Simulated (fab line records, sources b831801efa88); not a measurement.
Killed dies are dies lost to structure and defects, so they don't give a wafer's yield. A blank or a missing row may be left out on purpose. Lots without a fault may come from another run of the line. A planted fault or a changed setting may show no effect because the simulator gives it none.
Which tool did it? | flow sky130 | 6 lots, 17 wafers sampled, at 2 steps of a route of 708

WHAT THE GAUGES READ, wafer by wafer
SKY_SONOS_TUNNEL_CD_MEAS_07: target cd 410 nm.
lot  | measured     | on        | cd_nm (nm)
L846 | day 12 08:29 | cd_sem-02 | 405.0 405.5 405.8
L847 | day 12 19:15 | cd_sem-02 | 406.8 407.8 405.3
L849 | day 13 10:55 | cd_sem-02 | 406.1 407.3 409.4
L858 | day 16 11:38 | cd_sem-02 | 433.2 410.5
L863 | day 17 23:38 | cd_sem-01 | 410.0 409.9 408.3
L866 | day 19 01:59 | cd_sem-01 | 407.3 411.3 408.1

WHICH TOOL RAN EACH LOT (tool, then ch and the chambers of the sampled wafers, then the start)
lot  | SKY_SONOS_TUNNEL_DEVELOP_06
L846 | litho_track-03 ch 0, day 12 08:20
L847 | litho_track-02 ch 0, day 12 19:07
L849 | litho_track-02 ch 0, day 13 10:46
L858 | litho_track-03 ch 0, day 16 11:29
L863 | litho_track-02 ch 0, day 17 23:29
L866 | litho_track-04 ch 0, day 19 01:50
- SKY_SONOS_TUNNEL_DEVELOP_06: develop time 60 s.

THE ANSWER, worked out from the rows above alone
Rule: what is usual is taken from the lots themselves. Put in order of their means at a reading, lots are off if they are a third of the lots or fewer, leave a main group of 4 or more, and stand apart from it by a gap of 3 or more times the standard deviation of the main group's means; of several such gaps the widest counts. A main group whose means are all the same, to the digits that the tables above print for the reading, isn't used. A lot without any number at a reading at which 4 lots or more have one is off too. The other lots that the step has rows for count as sound.
Off: L858, at SKY_SONOS_TUNNEL_CD_MEAS_07 (cd_nm). The main group: mean 407.6 nm, standard deviation 1.5.
A tool fits if, at a process step before that reading, it ran every lot that is off, and no sound lot after the first of them. The gauges at SKY_SONOS_TUNNEL_CD_MEAS_07 are tried like those tools. Can't be told from this: 2 tools fit, litho_track-03 at SKY_SONOS_TUNNEL_DEVELOP_06, cd_sem-02 at SKY_SONOS_TUNNEL_CD_MEAS_07.

WHAT THE SIMULATOR HAD PUT IN
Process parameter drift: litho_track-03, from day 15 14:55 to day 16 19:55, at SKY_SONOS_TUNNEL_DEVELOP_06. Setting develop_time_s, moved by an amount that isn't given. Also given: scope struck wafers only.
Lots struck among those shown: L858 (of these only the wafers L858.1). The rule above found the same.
